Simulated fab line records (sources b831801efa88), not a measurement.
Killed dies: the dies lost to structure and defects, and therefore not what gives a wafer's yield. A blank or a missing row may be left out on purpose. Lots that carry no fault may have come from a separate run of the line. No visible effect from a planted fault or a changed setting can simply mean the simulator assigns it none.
A lot that was struck, set against a sound lot / flow gf180mcu / 15 steps out of a route of 602
Sound: these wafers, L236.1, L236.3, L236.6. The struck wafers were L226.1, L226.3, L226.5. The cause is named last.
Per side, at each step with rows, come the tool, then ch with its chambers, and then its first start. Under that, the readings that differ: sound wafers / struck wafers / difference of the means / sigmas: that difference in standard deviations of wafers without a fault.
alike: a reading whose means differ by less than 2 such deviations, as well as words and numbers matching on both sides. not compared: withheld readings; readings where some wafer has no value; bounds like >300 that might hide an equal value; numbers whose values overlap and for which the record gives no deviation.
The two part at a step that has a row with sigmas, a row that says differs or no value, or rows on one side only. When numbers do not overlap yet have no deviation, they are printed without sigmas and do not part them. A reading that every wafer of one side lacks parts them only if that side has two wafers or more.

first, 6 steps without rows for these wafers: GF_PSD_HMDS_01 (prime time 60 s); GF_PSD_COAT_02 (resist thk 1000 nm); GF_PSD_SOFTBAKE_03 (time 60 s); GF_PSD_EXPOSE_04 (exposes mask Pplus, target cd 400 nm); GF_PSD_PEB_05; GF_PSD_DEVELOP_06 (develop time 60 s).
GF_PSD_CD_MEAS_07 targets a cd of 400 nm.
  struck on cd-sem-02, day 18 06:31; sound on cd-sem-01, day 21 10:19
  alike: cd-nm
GF_PSD_OVL_MEAS_08:
  struck on overlay-02, day 18 06:38; sound on overlay-01, day 21 10:26
  alike: PSD_OVL
after that, 1 step had no rows for these wafers: GF_PSD_IMPLANT_09.
GF_PSD_STRIP_10: strips in O2/N2.
  sound on plasma-asher-04 ch 0,1, day 21 10:37; struck on plasma-asher-01 ch 0,1, day 18 06:49
  alike: drypump-motor-current-A, heater-power-w, n2-flow-sccm, oes-product-au, strip-time-to-endpoint-s
  not compared: rf-hours-counter-h
GF_PSD_TW_MEAS_11:
  struck on film-metro-01, day 18 06:55; sound on film-metro-04, day 21 10:43
  alike: PSD_TW
then, 1 step without rows for these wafers: GF_PSD_CLEAN_12 (cleans in SC1/SC2, time 150 s).
GF_PSD_RTA_13: time 20 s.
  sound on rtp-anneal-01 ch 0, day 21 10:50; struck on rtp-anneal-01 ch 0, day 18 07:05
reading=wafer_temp_C_max; sound=1029.1 1029.2 1029.6; struck=1073.0 1073.2 1072.8; difference=+43.7; sigmas=+56
  alike: lamp-power-pct
GF_PSD_RS_MEAS_14: measures by four-point-probe.
  struck on film-metro-04, day 18 07:27; sound on film-metro-01, day 21 10:55
reading=NSD_RS (ohm/sq); sound=46.12 46.16 46.15; struck=39.86 39.81 39.75; difference=-6.34; sigmas=-81
  not compared: hold
after that, 1 step had no rows for these wafers: GF_PASSIVATION_PROBE_99.

## WHERE THEY PART
Last at GF_PSD_RS_MEAS_14 as far as this record goes, first at GF_PSD_RTA_13.

WHY: whatever the simulator had introduced
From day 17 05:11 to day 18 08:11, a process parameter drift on rtp-anneal-01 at GF_PSD_RTA_13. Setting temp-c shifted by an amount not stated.
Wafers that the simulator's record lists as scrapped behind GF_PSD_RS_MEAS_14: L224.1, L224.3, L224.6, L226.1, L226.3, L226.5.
